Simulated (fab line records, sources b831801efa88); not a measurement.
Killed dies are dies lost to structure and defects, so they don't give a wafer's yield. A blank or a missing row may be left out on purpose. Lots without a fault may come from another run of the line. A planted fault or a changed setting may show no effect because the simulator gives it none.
Which tool did it? | flow sky130 | 13 lots, 39 wafers sampled, at 5 steps of a route of 708

WHAT THE GAUGES READ, wafer by wafer
SKY_VT_ADJUST_LVTN_OVL_MEAS_18.
lot  | measured     | on         | VT_ADJUST_LVTN_01_OVL (nm)
L304 | day 7 19:19  | overlay-01 | 0.0 -0.2 1.1
L305 | day 8 01:55  | overlay-01 | -2.3 -2.6 -2.6
L307 | day 8 14:55  | overlay-01 | -0.7 0.4 0.0
L309 | day 9 03:25  | overlay-01 | -0.2 -1.4 -1.3
L311 | day 9 19:49  | overlay-01 | -3.8 -2.3 -3.5
L312 | day 9 23:52  | overlay-01 | 4.0 2.7 0.7
L313 | day 10 05:34 | overlay-01 | 1.2 0.9 0.1
L314 | day 10 14:40 | overlay-01 | 0.8 2.4 0.4
L317 | day 11 12:40 | overlay-02 | 2.8 4.0 2.2
L318 | day 11 16:10 | overlay-02 | -0.8 -1.3 0.7
L319 | day 11 19:42 | overlay-01 | -0.2 1.5 1.8
L321 | day 12 15:28 | overlay-02 | -2.4 -1.9 -2.5
L323 | day 13 02:11 | overlay-02 | -0.3 0.8 -0.1

SKY_GATE_OXIDE_OVL_MEAS_10.
lot  | measured     | on         | GATE_OXIDE_OVL (nm)
L304 | day 14 00:52 | overlay-01 | 1.7 1.8 0.9
L305 | day 14 04:37 | overlay-02 | -1.3 -0.9 -0.7
L307 | day 14 20:11 | overlay-02 | -0.8 -0.9 -1.3
L309 | day 15 16:46 | overlay-01 | 0.6 -0.6 1.0
L311 | day 16 12:22 | overlay-02 | 0.7 1.5 1.8
L312 | day 16 16:25 | overlay-02 | -183.9 -185.1 -184.5
L313 | day 17 01:16 | overlay-02 | -184.4 -185.3 -185.7
L314 | day 17 07:58 | overlay-01 | 1.7 0.6 2.0
L317 | day 18 15:04 | overlay-01 | -2.7 -3.7 -1.6
L318 | day 18 19:28 | overlay-02 | -184.7 -183.9 -185.5
L319 | day 19 06:10 | overlay-02 | -1.7 -0.6 -1.0
L321 | day 20 01:22 | overlay-01 | -1.2 -3.4 -0.1
L323 | day 20 16:11 | overlay-01 | 0.7 0.8 1.2

SKY_POLY_GATE_THK_MEAS_01.
lot  | measured     | on            | POLY_GATE_CVD_00_THK (nm)
L304 | day 14 04:47 | film_metro-02 | 177.8 178.4 178.9
L305 | day 14 07:58 | film_metro-01 | 178.1 176.9 177.5
L307 | day 14 23:52 | film_metro-01 | 178.9 177.0 177.8
L309 | day 15 21:37 | film_metro-03 | 180.1 183.2 180.7
L311 | day 16 15:43 | film_metro-02 | 180.8 180.1 181.5
L312 | day 16 20:35 | film_metro-01 | 178.6 177.8 176.6
L313 | day 17 04:30 | film_metro-02 | 182.0 181.6 181.4
L314 | day 17 13:07 | film_metro-03 | 180.9 180.1 181.1
L317 | day 18 21:19 | film_metro-02 | 178.4 177.3 177.3
L318 | day 19 00:21 | film_metro-02 | 180.5 179.9 180.2
L319 | day 19 10:52 | film_metro-01 | 179.4 180.2 178.6
L321 | day 20 04:37 | film_metro-02 | 181.9 181.1 181.4
L323 | day 20 19:26 | film_metro-02 | 179.5 179.7 179.9

WHICH TOOL RAN EACH LOT (tool, then ch and the chambers of the sampled wafers, then the start)
lot  | SKY_SONOS_ONO_ETCH_15              | SKY_GATE_OXIDE_EXPOSE_07
L304 | rie_diel-02 ch 0,1,3, day 12 20:28 | iline_stepper-01 ch 0, day 13 12:07
L305 | rie_diel-01 ch 0,2, day 13 01:07   | iline_stepper-01 ch 0, day 13 16:05
L307 | rie_diel-04 ch 0,3, day 13 15:37   | iline_stepper-01 ch 0, day 14 07:23
L309 | rie_diel-02 ch 2,3, day 14 11:04   | iline_stepper-02 ch 0, day 15 02:59
L311 | rie_diel-04 ch 0,1,2, day 15 05:25 | iline_stepper-02 ch 0, day 15 22:13
L312 | rie_diel-01 ch 0,1,3, day 15 10:13 | iline_stepper-02 ch 0, day 16 02:38
L313 | rie_diel-04 ch 1,2, day 15 17:16   | iline_stepper-02 ch 0, day 16 10:56
L314 | rie_diel-01 ch 0,2,3, day 16 01:28 | iline_stepper-01 ch 0, day 16 17:26
L317 | rie_diel-01 ch 0,1,3, day 17 06:10 | iline_stepper-01 ch 0, day 17 23:40
L318 | rie_diel-02 ch 2,3, day 17 11:25   | iline_stepper-02 ch 0, day 18 04:02
L319 | rie_diel-01 ch 0,1,3, day 17 18:46 | iline_stepper-01 ch 0, day 18 15:08
L321 | rie_diel-04 ch 0,2,3, day 18 14:58 | iline_stepper-01 ch 0, day 19 09:53
L323 | rie_diel-01 ch 0,1,3, day 19 05:13 | iline_stepper-01 ch 0, day 20 01:12
- SKY_SONOS_ONO_ETCH_15: etches the open film in CHF3/O2, target depth 19.52 nm, time 7.8 s.
- SKY_GATE_OXIDE_EXPOSE_07: exposes mask LVOM, target cd 600 nm.

WHAT THE TOOLS THEMSELVES READ (means of the sampled wafers that have a number; where no wafer has one, the mark that the record gives instead)
SKY_SONOS_ONO_ETCH_15.
lot  | tool        | chamber_pressure_mTorr (mTorr) | drypump_motor_current_A (A) | oes_product_au (a.u.) | throttle_valve_pct (%)
L304 | rie_diel-02 | 40.04                          | 5.7                         | 1.009                 | 8.826
L305 | rie_diel-01 | 39.99                          | 5.9                         | 1.000                 | 8.824
L307 | rie_diel-04 | 39.99                          | 5.8                         | 0.997                 | 8.828
L309 | rie_diel-02 | 39.99                          | 5.5                         | 1.004                 | 8.835
L311 | rie_diel-04 | 40.02                          | 5.9                         | 0.990                 | 8.826
L312 | rie_diel-01 | 40.00                          | 5.6                         | 1.006                 | 8.838
L313 | rie_diel-04 | 39.99                          | 5.9                         | 0.999                 | 8.814
L314 | rie_diel-01 | 40.01                          | 5.8                         | 1.003                 | 8.826
L317 | rie_diel-01 | 39.97                          | 5.6                         | 1.005                 | 8.827
L318 | rie_diel-02 | 40.04                          | 6.0                         | 1.009                 | 8.820
L319 | rie_diel-01 | 39.99                          | 5.6                         | 1.004                 | 8.827
L321 | rie_diel-04 | 39.98                          | 5.8                         | 1.003                 | 8.821
L323 | rie_diel-01 | 39.99                          | 5.6                         | 1.007                 | 8.832

THE ANSWER, worked out from the rows above alone
Rule: what is usual is taken from the lots themselves. Put in order of their means at a reading, lots are off if they are a third of the lots or fewer, leave a main group of 4 or more, and stand apart from it by a gap of 3 or more times the standard deviation of the main group's means; of several such gaps the widest counts. A main group whose means are all the same, to the digits that the tables above print for the reading, isn't used. A lot without any number at a reading at which 4 lots or more have one is off too. The other lots that the step has rows for count as sound. The gauges are gone through in route order, then the tools' own readings, and for those a lot's mean is taken as printed above. The first step at which some lot is off is used, and at that step the reading that is off furthest; a lot without a number counts as furthest.
Off: L312, L313, L318, at SKY_GATE_OXIDE_OVL_MEAS_10 (GATE_OXIDE_OVL). The main group: mean -0.2 nm, standard deviation 1.4.
A tool fits if, at a process step before that reading, it ran every lot that is off, and no sound lot after the first of them. The gauges at SKY_GATE_OXIDE_OVL_MEAS_10 are tried like those tools. One fits: iline_stepper-02 at SKY_GATE_OXIDE_EXPOSE_07. Its last sound lot is L311 (day 15 22:13), its first lot that is off L312 (day 16 02:38): a fault that began between those two fits.

WHAT THE SIMULATOR HAD PUT IN
Scanner matching overlay: iline_stepper-02, from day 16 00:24 on, at SKY_GATE_OXIDE_EXPOSE_07. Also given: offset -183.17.
Lots struck among those shown: L312, L313, L318. The rule above found the same.
